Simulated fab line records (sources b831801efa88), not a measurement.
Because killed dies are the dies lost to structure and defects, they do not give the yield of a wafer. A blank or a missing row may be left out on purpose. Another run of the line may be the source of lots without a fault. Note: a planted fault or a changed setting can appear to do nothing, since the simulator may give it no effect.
fab line records / flow gf180mcu
record lots=13 wafers=39 lastDay=33
route steps=602 shown M1@315 V1@337 V2@383
lots that met no fault: taken from a fault-free run of the same line
startH: hours from the record's first day to the start of the lot's first wafer shown / waitH: hours from the lot's prior step to this one / " repeats the value in the row above / L1.1+2: a row that stands for several wafers / - value missing, or start not given / * or withheld: withheld / < > ~ a bound
route shown NAME@n: names a module that has steps shown in the file, with the first one's number in the route / usual: mean/standard deviation taken from wafers without a fault / same: alike in all rows / chamber/n: place in a boat / sites: the reading at each site / _std_site: their standard deviation / _edge_site: inner sites' mean taken away from outer sites' mean / radiusMm: how far each site lies from the wafer's centre / mask NAME#n: copy n / behind: the last tool/chamber to shape the wafer / hold: what put the lot on hold/how long, in hours/how the hold closed / device: the transistor (n, p or np) that didn't switch / end of line: the route-end tests of the same wafers / a step with no rows: only its recipe / killed: dies lost to structure and defects at the first sort, not the wafer's yield / map: the dies of a wafer, with x for killed, . for not killed, _ for no die there
set.NAME: the run value of the setting; set.NAME@STEP: its run value at that earlier step / model.NAME: the simulator's own value behind a step, which no gauge read
steps of the route over a sample of lots; a table a step, a row a wafer
services: when a tool's chamber went out of use (startH, in hours from the record's first day, below 0 if earlier), for how many hours, and the reason
## steps
# step GF_M1_SPUTTER_00
# recipe material=Ti targetThkNm=37.5 arrivingIonEnergyEv=80 substrateTempC=200 chamberPressurePa=2 powerW=4000 timeS=150
# usual cathodeDcPowerW=4000.0/0.71 chamberPressurePa=2.001/0.0038 throttleValvePct=29.9/1
lot.wafer=L378.2 tool=pvdSputter-04 chamber=- startH=375.73 waitH=0.2 cathodeDcPowerW=4000.7 chamberPressurePa=1.998 throttleValvePct=30.2
lot.wafer=L378.5 tool=pvdSputter-04 chamber=- startH=375.73 waitH=0.2 cathodeDcPowerW=4000.6 chamberPressurePa=2.005 throttleValvePct=28.9
lot.wafer=L378.6 tool=pvdSputter-04 chamber=- startH=375.73 waitH=0.2 cathodeDcPowerW=4000.5 chamberPressurePa=2.006 throttleValvePct=28.1
lot.wafer=L379.2 tool=pvdSputter-04 chamber=- startH=378.85 waitH=0.1 cathodeDcPowerW=3998.8 chamberPressurePa=1.998 throttleValvePct=30.7
lot.wafer=L379.4 tool=pvdSputter-04 chamber=- startH=378.85 waitH=0.1 cathodeDcPowerW=4000.2 chamberPressurePa=2.008 throttleValvePct=28.9
lot.wafer=L379.6 tool=pvdSputter-04 chamber=- startH=378.85 waitH=0.1 cathodeDcPowerW=4001.0 chamberPressurePa=2.000 throttleValvePct=30.4
lot.wafer=L380.2 tool=pvdSputter-02 chamber=- startH=389.63 waitH=0.1 cathodeDcPowerW=4001.5 chamberPressurePa=1.997 throttleValvePct=31.5
lot.wafer=L380.3 tool=pvdSputter-02 chamber=- startH=389.63 waitH=0.1 cathodeDcPowerW=3999.4 chamberPressurePa=2.000 throttleValvePct=31.1
lot.wafer=L380.6 tool=pvdSputter-02 chamber=- startH=389.63 waitH=0.1 cathodeDcPowerW=3999.3 chamberPressurePa=2.007 throttleValvePct=29.4
lot.wafer=L381.1 tool=pvdSputter-04 chamber=- startH=401.02 waitH=0.2 cathodeDcPowerW=4000.1 chamberPressurePa=2.005 throttleValvePct=29.1
lot.wafer=L381.3 tool=pvdSputter-04 chamber=- startH=401.02 waitH=0.2 cathodeDcPowerW=4000.5 chamberPressurePa=2.007 throttleValvePct=30.7
lot.wafer=L381.4 tool=pvdSputter-04 chamber=- startH=401.02 waitH=0.2 cathodeDcPowerW=4001.0 chamberPressurePa=2.003 throttleValvePct=27.7
lot.wafer=L382.1 tool=pvdSputter-02 chamber=- startH=401.93 waitH=0.2 cathodeDcPowerW=3998.6 chamberPressurePa=1.996 throttleValvePct=30.7
lot.wafer=L382.3 tool=pvdSputter-02 chamber=- startH=401.93 waitH=0.2 cathodeDcPowerW=4000.4 chamberPressurePa=2.002 throttleValvePct=31.0
lot.wafer=L382.5 tool=pvdSputter-02 chamber=- startH=401.93 waitH=0.2 cathodeDcPowerW=3999.6 chamberPressurePa=1.998 throttleValvePct=30.2
lot.wafer=L383.1 tool=pvdSputter-02 chamber=- startH=407.68 waitH=0.1 cathodeDcPowerW=3999.7 chamberPressurePa=1.994 throttleValvePct=31.3
lot.wafer=L383.2 tool=pvdSputter-02 chamber=- startH=407.68 waitH=0.1 cathodeDcPowerW=3999.9 chamberPressurePa=2.009 throttleValvePct=31.4
lot.wafer=L383.5 tool=pvdSputter-02 chamber=- startH=407.68 waitH=0.1 cathodeDcPowerW=4001.2 chamberPressurePa=1.997 throttleValvePct=29.4
lot.wafer=L385.1 tool=pvdSputter-02 chamber=- startH=435.29 waitH=0.2 cathodeDcPowerW=4001.7 chamberPressurePa=2.008 throttleValvePct=31.4
lot.wafer=L385.3 tool=pvdSputter-02 chamber=- startH=435.29 waitH=0.2 cathodeDcPowerW=4000.4 chamberPressurePa=1.998 throttleValvePct=31.1
lot.wafer=L385.4 tool=pvdSputter-02 chamber=- startH=435.29 waitH=0.2 cathodeDcPowerW=3999.5 chamberPressurePa=1.995 throttleValvePct=29.4
lot.wafer=L386.3 tool=pvdSputter-04 chamber=- startH=436.26 waitH=0.2 cathodeDcPowerW=3998.5 chamberPressurePa=2.003 throttleValvePct=30.2
lot.wafer=L386.4 tool=pvdSputter-04 chamber=- startH=436.26 waitH=0.2 cathodeDcPowerW=3998.6 chamberPressurePa=1.999 throttleValvePct=27.9
lot.wafer=L386.6 tool=pvdSputter-04 chamber=- startH=436.26 waitH=0.2 cathodeDcPowerW=3998.6 chamberPressurePa=2.003 throttleValvePct=28.8
lot.wafer=L389.2 tool=pvdSputter-04 chamber=- startH=463.87 waitH=0.1 cathodeDcPowerW=4000.3 chamberPressurePa=1.996 throttleValvePct=30.8
lot.wafer=L389.3 tool=pvdSputter-04 chamber=- startH=463.87 waitH=0.1 cathodeDcPowerW=3998.9 chamberPressurePa=1.994 throttleValvePct=27.8
lot.wafer=L389.5 tool=pvdSputter-04 chamber=- startH=463.87 waitH=0.1 cathodeDcPowerW=3999.8 chamberPressurePa=2.004 throttleValvePct=28.7
lot.wafer=L393.1 tool=pvdSputter-04 chamber=- startH=497.57 waitH=0.1 cathodeDcPowerW=3999.6 chamberPressurePa=2.086 throttleValvePct=27.4
lot.wafer=L393.5 tool=pvdSputter-04 chamber=- startH=497.57 waitH=0.1 cathodeDcPowerW=3999.6 chamberPressurePa=2.078 throttleValvePct=28.4
lot.wafer=L393.6 tool=pvdSputter-04 chamber=- startH=497.57 waitH=0.1 cathodeDcPowerW=4000.8 chamberPressurePa=2.080 throttleValvePct=29.6
lot.wafer=L394.1 tool=pvdSputter-04 chamber=- startH=506.01 waitH=0.2 cathodeDcPowerW=3999.5 chamberPressurePa=2.079 throttleValvePct=29.8
lot.wafer=L394.4 tool=pvdSputter-04 chamber=- startH=506.01 waitH=0.2 cathodeDcPowerW=3999.3 chamberPressurePa=2.080 throttleValvePct=30.0
lot.wafer=L394.5 tool=pvdSputter-04 chamber=- startH=506.01 waitH=0.2 cathodeDcPowerW=4001.3 chamberPressurePa=2.081 throttleValvePct=29.6
lot.wafer=L395.4 tool=pvdSputter-02 chamber=- startH=516.11 waitH=0.1 cathodeDcPowerW=3999.1 chamberPressurePa=1.997 throttleValvePct=31.2
lot.wafer=L395.5 tool=pvdSputter-02 chamber=- startH=516.11 waitH=0.1 cathodeDcPowerW=4000.5 chamberPressurePa=2.000 throttleValvePct=31.2
lot.wafer=L395.6 tool=pvdSputter-02 chamber=- startH=516.11 waitH=0.1 cathodeDcPowerW=3999.7 chamberPressurePa=2.000 throttleValvePct=30.8
lot.wafer=L397.1 tool=pvdSputter-02 chamber=- startH=533.13 waitH=0.1 cathodeDcPowerW=4001.4 chamberPressurePa=2.004 throttleValvePct=29.2
lot.wafer=L397.3 tool=pvdSputter-02 chamber=- startH=533.13 waitH=0.1 cathodeDcPowerW=4001.3 chamberPressurePa=2.002 throttleValvePct=31.1
lot.wafer=L397.5 tool=pvdSputter-02 chamber=- startH=533.13 waitH=0.1 cathodeDcPowerW=3999.6 chamberPressurePa=2.004 throttleValvePct=29.7
# step GF_V1_CVD_02
# recipe material=SiO2 targetThkNm=850 precursor=TEOS tempC=400 timeS=94.851 rfW=600
# usual heaterPowerW=690/99
lot.wafer=L378.2 tool=pecvd-04 chamber=1 startH=399.30 waitH=0.0 heaterPowerW=650
lot.wafer=L378.5 tool=pecvd-04 chamber=0 startH=399.30 waitH=0.0 heaterPowerW=612
lot.wafer=L378.6 tool=pecvd-04 chamber=1 startH=399.30 waitH=0.0 heaterPowerW=532
lot.wafer=L379.2 tool=pecvd-01 chamber=1 startH=403.08 waitH=0.0 heaterPowerW=719
lot.wafer=L379.4 tool=pecvd-01 chamber=1 startH=403.08 waitH=0.0 heaterPowerW=804
lot.wafer=L379.6 tool=pecvd-01 chamber=2 startH=403.08 waitH=0.0 heaterPowerW=744
lot.wafer=L380.2 tool=pecvd-02 chamber=0 startH=414.54 waitH=0.0 heaterPowerW=538
lot.wafer=L380.3 tool=pecvd-02 chamber=2 startH=414.54 waitH=0.0 heaterPowerW=588
lot.wafer=L380.6 tool=pecvd-02 chamber=0 startH=414.54 waitH=0.0 heaterPowerW=595
lot.wafer=L381.1 tool=pecvd-04 chamber=2 startH=425.67 waitH=0.1 heaterPowerW=886
lot.wafer=L381.3 tool=pecvd-04 chamber=1 startH=425.67 waitH=0.1 heaterPowerW=563
lot.wafer=L381.4 tool=pecvd-04 chamber=0 startH=425.67 waitH=0.1 heaterPowerW=546
lot.wafer=L382.1 tool=pecvd-02 chamber=0 startH=427.20 waitH=0.1 heaterPowerW=688
lot.wafer=L382.3 tool=pecvd-02 chamber=1 startH=427.20 waitH=0.1 heaterPowerW=693
lot.wafer=L382.5 tool=pecvd-02 chamber=1 startH=427.20 waitH=0.1 heaterPowerW=741
lot.wafer=L383.1 tool=pecvd-04 chamber=1 startH=432.55 waitH=0.1 heaterPowerW=547
lot.wafer=L383.2 tool=pecvd-04 chamber=2 startH=432.55 waitH=0.1 heaterPowerW=766
lot.wafer=L383.5 tool=pecvd-04 chamber=1 startH=432.55 waitH=0.1 heaterPowerW=605
lot.wafer=L385.1 tool=pecvd-02 chamber=2 startH=460.61 waitH=0.1 heaterPowerW=600
lot.wafer=L385.3 tool=pecvd-02 chamber=1 startH=460.61 waitH=0.1 heaterPowerW=678
lot.wafer=L385.4 tool=pecvd-02 chamber=2 startH=460.61 waitH=0.1 heaterPowerW=616
lot.wafer=L386.3 tool=pecvd-04 chamber=1 startH=461.86 waitH=0.0 heaterPowerW=668
lot.wafer=L386.4 tool=pecvd-04 chamber=0 startH=461.86 waitH=0.0 heaterPowerW=682
lot.wafer=L386.6 tool=pecvd-04 chamber=2 startH=461.86 waitH=0.0 heaterPowerW=862
lot.wafer=L389.2 tool=pecvd-01 chamber=1 startH=489.70 waitH=0.0 heaterPowerW=741
lot.wafer=L389.3 tool=pecvd-01 chamber=2 startH=489.70 waitH=0.0 heaterPowerW=673
lot.wafer=L389.5 tool=pecvd-01 chamber=2 startH=489.70 waitH=0.0 heaterPowerW=700
lot.wafer=L393.1 tool=pecvd-04 chamber=2 startH=521.49 waitH=0.1 heaterPowerW=833
lot.wafer=L393.5 tool=pecvd-04 chamber=0 startH=521.49 waitH=0.1 heaterPowerW=662
lot.wafer=L393.6 tool=pecvd-04 chamber=2 startH=521.49 waitH=0.1 heaterPowerW=716
lot.wafer=L394.1 tool=pecvd-04 chamber=2 startH=530.30 waitH=0.1 heaterPowerW=828
lot.wafer=L394.4 tool=pecvd-04 chamber=2 startH=530.30 waitH=0.1 heaterPowerW=868
lot.wafer=L394.5 tool=pecvd-04 chamber=2 startH=530.30 waitH=0.1 heaterPowerW=724
lot.wafer=L395.4 tool=pecvd-01 chamber=0 startH=539.83 waitH=0.1 heaterPowerW=661
lot.wafer=L395.5 tool=pecvd-01 chamber=2 startH=539.83 waitH=0.1 heaterPowerW=682
lot.wafer=L395.6 tool=pecvd-01 chamber=1 startH=539.83 waitH=0.1 heaterPowerW=715
lot.wafer=L397.1 tool=pecvd-02 chamber=2 startH=556.38 waitH=0.1 heaterPowerW=574
lot.wafer=L397.3 tool=pecvd-02 chamber=0 startH=556.38 waitH=0.1 heaterPowerW=665
lot.wafer=L397.5 tool=pecvd-02 chamber=0 startH=556.38 waitH=0.1 heaterPowerW=682
# step GF_V2_THK_MEAS_01
# recipe reads=SiO2_of_V2_CVD_00
# usual V2_CVD_00_THK=597/6
lot.wafer=L378.2 tool=filmMetro-01 chamber=- startH=450.84 waitH=0.1 V2_CVD_00_THK[nm]=594
lot.wafer=L378.5 tool=filmMetro-01 chamber=- startH=450.84 waitH=0.1 V2_CVD_00_THK[nm]=595
lot.wafer=L378.6 tool=filmMetro-01 chamber=- startH=450.84 waitH=0.1 V2_CVD_00_THK[nm]=590
lot.wafer=L379.2 tool=filmMetro-03 chamber=- startH=453.96 waitH=0.1 V2_CVD_00_THK[nm]=594
lot.wafer=L379.4 tool=filmMetro-03 chamber=- startH=453.96 waitH=0.1 V2_CVD_00_THK[nm]=589
lot.wafer=L379.6 tool=filmMetro-03 chamber=- startH=453.96 waitH=0.1 V2_CVD_00_THK[nm]=589
lot.wafer=L380.2 tool=filmMetro-01 chamber=- startH=466.50 waitH=0.0 V2_CVD_00_THK[nm]=592
lot.wafer=L380.3 tool=filmMetro-01 chamber=- startH=466.50 waitH=0.0 V2_CVD_00_THK[nm]=606
lot.wafer=L380.6 tool=filmMetro-01 chamber=- startH=466.50 waitH=0.0 V2_CVD_00_THK[nm]=601
lot.wafer=L381.1 tool=filmMetro-02 chamber=- startH=477.95 waitH=0.0 V2_CVD_00_THK[nm]=594
lot.wafer=L381.3 tool=filmMetro-02 chamber=- startH=477.95 waitH=0.0 V2_CVD_00_THK[nm]=601
lot.wafer=L381.4 tool=filmMetro-02 chamber=- startH=477.95 waitH=0.0 V2_CVD_00_THK[nm]=593
lot.wafer=L382.1 tool=filmMetro-02 chamber=- startH=479.35 waitH=0.0 V2_CVD_00_THK[nm]=602
lot.wafer=L382.3 tool=filmMetro-02 chamber=- startH=479.35 waitH=0.0 V2_CVD_00_THK[nm]=599
lot.wafer=L382.5 tool=filmMetro-02 chamber=- startH=479.35 waitH=0.0 V2_CVD_00_THK[nm]=603
lot.wafer=L383.1 tool=filmMetro-01 chamber=- startH=483.96 waitH=0.0 V2_CVD_00_THK[nm]=591
lot.wafer=L383.2 tool=filmMetro-01 chamber=- startH=483.96 waitH=0.0 V2_CVD_00_THK[nm]=595
lot.wafer=L383.5 tool=filmMetro-01 chamber=- startH=483.96 waitH=0.0 V2_CVD_00_THK[nm]=594
lot.wafer=L385.1 tool=filmMetro-03 chamber=- startH=510.76 waitH=0.0 V2_CVD_00_THK[nm]=601
lot.wafer=L385.3 tool=filmMetro-03 chamber=- startH=510.76 waitH=0.0 V2_CVD_00_THK[nm]=599
lot.wafer=L385.4 tool=filmMetro-03 chamber=- startH=510.76 waitH=0.0 V2_CVD_00_THK[nm]=587
lot.wafer=L386.3 tool=filmMetro-02 chamber=- startH=512.01 waitH=0.1 V2_CVD_00_THK[nm]=595
lot.wafer=L386.4 tool=filmMetro-02 chamber=- startH=512.01 waitH=0.1 V2_CVD_00_THK[nm]=592
lot.wafer=L386.6 tool=filmMetro-02 chamber=- startH=512.01 waitH=0.1 V2_CVD_00_THK[nm]=597
lot.wafer=L389.2 tool=filmMetro-02 chamber=- startH=538.77 waitH=0.0 V2_CVD_00_THK[nm]=588
lot.wafer=L389.3 tool=filmMetro-02 chamber=- startH=538.77 waitH=0.0 V2_CVD_00_THK[nm]=596
lot.wafer=L389.5 tool=filmMetro-02 chamber=- startH=538.77 waitH=0.0 V2_CVD_00_THK[nm]=598
lot.wafer=L393.1 tool=filmMetro-03 chamber=- startH=569.43 waitH=0.1 V2_CVD_00_THK[nm]=597
lot.wafer=L393.5 tool=filmMetro-03 chamber=- startH=569.43 waitH=0.1 V2_CVD_00_THK[nm]=597
lot.wafer=L393.6 tool=filmMetro-03 chamber=- startH=569.43 waitH=0.1 V2_CVD_00_THK[nm]=599
lot.wafer=L394.1 tool=filmMetro-01 chamber=- startH=577.73 waitH=0.0 V2_CVD_00_THK[nm]=579
lot.wafer=L394.4 tool=filmMetro-01 chamber=- startH=577.73 waitH=0.0 V2_CVD_00_THK[nm]=587
lot.wafer=L394.5 tool=filmMetro-01 chamber=- startH=577.73 waitH=0.0 V2_CVD_00_THK[nm]=592
lot.wafer=L395.4 tool=filmMetro-01 chamber=- startH=585.71 waitH=0.0 V2_CVD_00_THK[nm]=600
lot.wafer=L395.5 tool=filmMetro-01 chamber=- startH=585.71 waitH=0.0 V2_CVD_00_THK[nm]=596
lot.wafer=L395.6 tool=filmMetro-01 chamber=- startH=585.71 waitH=0.0 V2_CVD_00_THK[nm]=600
lot.wafer=L397.1 tool=filmMetro-02 chamber=- startH=601.69 waitH=0.0 V2_CVD_00_THK[nm]=597
lot.wafer=L397.3 tool=filmMetro-02 chamber=- startH=601.69 waitH=0.0 V2_CVD_00_THK[nm]=593
lot.wafer=L397.5 tool=filmMetro-02 chamber=- startH=601.69 waitH=0.0 V2_CVD_00_THK[nm]=589
# step GF_V2_CMP_04
# recipe material=SiO2 downForcePsi=4 platenRpm=60 padVelocityMS=0.94248
# usual motorCurrentA=11.9/1 timeToEndpointS=85/6.9
lot.wafer=L378.2 tool=cmp-02 chamber=3 startH=451.17 waitH=0.2 motorCurrentA=11.6 timeToEndpointS=77
lot.wafer=L378.6 tool=cmp-02 chamber=0 startH=451.17 waitH=0.2 motorCurrentA=9.9 timeToEndpointS=86
lot.wafer=L378.5 tool=cmp-02 chamber=1 startH=451.17 waitH=0.2 motorCurrentA=13.0 timeToEndpointS=79
lot.wafer=L379.2 tool=cmp-02 chamber=0 startH=454.19 waitH=0.1 motorCurrentA=10.8 timeToEndpointS=88
lot.wafer=L379.4 tool=cmp-02 chamber=2 startH=454.19 waitH=0.1 motorCurrentA=13.4 timeToEndpointS=88
lot.wafer=L379.6 tool=cmp-02 chamber=3 startH=454.19 waitH=0.1 motorCurrentA=11.8 timeToEndpointS=90
lot.wafer=L380.2 tool=cmp-02 chamber=2 startH=466.88 waitH=0.2 motorCurrentA=13.2 timeToEndpointS=81
lot.wafer=L380.3 tool=cmp-02 chamber=3 startH=466.88 waitH=0.2 motorCurrentA=11.3 timeToEndpointS=79
lot.wafer=L380.6 tool=cmp-02 chamber=1 startH=466.88 waitH=0.2 motorCurrentA=12.3 timeToEndpointS=77
lot.wafer=L381.3 tool=cmp-02 chamber=0 startH=478.14 waitH=0.0 motorCurrentA=10.7 timeToEndpointS=84
lot.wafer=L381.4 tool=cmp-02 chamber=1 startH=478.14 waitH=0.0 motorCurrentA=12.7 timeToEndpointS=87
lot.wafer=L381.1 tool=cmp-02 chamber=3 startH=478.14 waitH=0.0 motorCurrentA=12.2 timeToEndpointS=90
lot.wafer=L382.1 tool=cmp-01 chamber=2 startH=479.54 waitH=0.1 motorCurrentA=10.9 timeToEndpointS=78
lot.wafer=L382.3 tool=cmp-01 chamber=0 startH=479.54 waitH=0.1 motorCurrentA=12.8 timeToEndpointS=78
lot.wafer=L382.5 tool=cmp-01 chamber=3 startH=479.54 waitH=0.1 motorCurrentA=12.8 timeToEndpointS=84
lot.wafer=L383.1 tool=cmp-02 chamber=2 startH=484.15 waitH=0.1 motorCurrentA=13.2 timeToEndpointS=88
lot.wafer=L383.2 tool=cmp-02 chamber=3 startH=484.15 waitH=0.1 motorCurrentA=12.0 timeToEndpointS=82
lot.wafer=L383.5 tool=cmp-02 chamber=2 startH=484.15 waitH=0.1 motorCurrentA=12.7 timeToEndpointS=89
lot.wafer=L385.4 tool=cmp-01 chamber=1 startH=510.95 waitH=0.0 motorCurrentA=10.9 timeToEndpointS=99
lot.wafer=L385.1 tool=cmp-01 chamber=2 startH=510.95 waitH=0.0 motorCurrentA=11.0 timeToEndpointS=93
lot.wafer=L385.3 tool=cmp-01 chamber=3 startH=510.95 waitH=0.0 motorCurrentA=12.3 timeToEndpointS=102
lot.wafer=L386.4 tool=cmp-01 chamber=0 startH=512.22 waitH=0.0 motorCurrentA=13.3 timeToEndpointS=90
lot.wafer=L386.3 tool=cmp-01 chamber=1 startH=512.22 waitH=0.0 motorCurrentA=11.1 timeToEndpointS=97
lot.wafer=L386.6 tool=cmp-01 chamber=0 startH=512.22 waitH=0.0 motorCurrentA=13.1 timeToEndpointS=95
lot.wafer=L389.3 tool=cmp-02 chamber=0 startH=538.95 waitH=0.0 motorCurrentA=10.7 timeToEndpointS=88
lot.wafer=L389.2 tool=cmp-02 chamber=3 startH=538.95 waitH=0.0 motorCurrentA=12.1 timeToEndpointS=81
lot.wafer=L389.5 tool=cmp-02 chamber=1 startH=538.95 waitH=0.0 motorCurrentA=12.8 timeToEndpointS=81
lot.wafer=L393.1 tool=cmp-02 chamber=1 startH=569.72 waitH=0.1 motorCurrentA=12.3 timeToEndpointS=74
lot.wafer=L393.6 tool=cmp-02 chamber=3 startH=569.72 waitH=0.1 motorCurrentA=11.9 timeToEndpointS=87
lot.wafer=L393.5 tool=cmp-02 chamber=0 startH=569.72 waitH=0.1 motorCurrentA=10.5 timeToEndpointS=90
lot.wafer=L394.4 tool=cmp-02 chamber=2 startH=577.92 waitH=0.0 motorCurrentA=12.3 timeToEndpointS=95
lot.wafer=L394.1 tool=cmp-02 chamber=3 startH=577.92 waitH=0.0 motorCurrentA=11.9 timeToEndpointS=85
lot.wafer=L394.5 tool=cmp-02 chamber=3 startH=577.92 waitH=0.0 motorCurrentA=11.3 timeToEndpointS=81
lot.wafer=L395.4 tool=cmp-02 chamber=3 startH=585.86 waitH=0.0 motorCurrentA=11.5 timeToEndpointS=90
lot.wafer=L395.5 tool=cmp-02 chamber=3 startH=585.86 waitH=0.0 motorCurrentA=11.8 timeToEndpointS=86
lot.wafer=L395.6 tool=cmp-02 chamber=0 startH=585.86 waitH=0.0 motorCurrentA=10.6 timeToEndpointS=88
lot.wafer=L397.3 tool=cmp-02 chamber=1 startH=601.93 waitH=0.1 motorCurrentA=12.9 timeToEndpointS=81
lot.wafer=L397.1 tool=cmp-02 chamber=3 startH=601.93 waitH=0.1 motorCurrentA=11.6 timeToEndpointS=75
lot.wafer=L397.5 tool=cmp-02 chamber=0 startH=601.93 waitH=0.1 motorCurrentA=10.8 timeToEndpointS=92
## services
tool=cmp-01 chamber=- startH=354.30 hours=0.7 kind=repair
tool=cmp-01 chamber=- startH=357.93 hours=0.9 kind=repair
tool=cmp-01 chamber=- startH=366.49 hours=1.4 kind=repair
tool=cmp-01 chamber=- startH=373.09 hours=4.1 kind=repair
tool=cmp-02 chamber=- startH=387.51 hours=1.2 kind=repair
tool=cmp-02 chamber=- startH=404.20 hours=4.0 kind=pm
tool=pvdSputter-02 chamber=- startH=418.66 hours=2.2 kind=repair
tool=pvdSputter-04 chamber=- startH=421.80 hours=11.6 kind=repair
tool=pecvd-01 chamber=0 startH=442.13 hours=22.8 kind=repair
tool=cmp-02 chamber=- startH=447.78 hours=1.9 kind=repair
tool=cmp-01 chamber=- startH=462.85 hours=4.0 kind=repair
tool=pvdSputter-04 chamber=- startH=467.76 hours=6.6 kind=repair
tool=pecvd-02 chamber=- startH=468.09 hours=6.0 kind=pm
tool=pecvd-04 chamber=1 startH=489.77 hours=73.9 kind=repair
tool=pecvd-01 chamber=2 startH=497.18 hours=5.7 kind=repair
tool=pvdSputter-02 chamber=- startH=525.27 hours=2.6 kind=repair
tool=pvdSputter-02 chamber=- startH=528.16 hours=1.8 kind=repair
tool=cmp-02 chamber=- startH=529.69 hours=1.1 kind=repair
tool=cmp-02 chamber=- startH=531.84 hours=7.0 kind=pm
tool=pecvd-04 chamber=0 startH=537.57 hours=6.7 kind=repair
tool=pecvd-01 chamber=- startH=559.50 hours=0.9 kind=repair
tool=pecvd-04 chamber=- startH=564.79 hours=2.8 kind=repair
tool=pecvd-02 chamber=- startH=564.89 hours=0.9 kind=repair
tool=pecvd-04 chamber=- startH=591.12 hours=14.0 kind=pm
## key
firstSign step=GF_M1_SPUTTER_00 reading=chamberPressurePa direction=up sigmas=21 usual=2.001 struck=2.081
effect none on later readings
metAt GF_M1_SPUTTER_00
struckLots L393,L394
notActingAt GF_V1_CVD_02,GF_V2_THK_MEAS_01,GF_V2_CMP_04
onsetBetween 463.87 497.57
fault kind=processParameterDrift tool=pvdSputter-04 chamber=- onsetH=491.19 steps=GF_M1_SPUTTER_00 channel=chamberPressurePa offset=0.078923 shape=step endH=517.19 actsIn=theseRecipesOnly stated=2
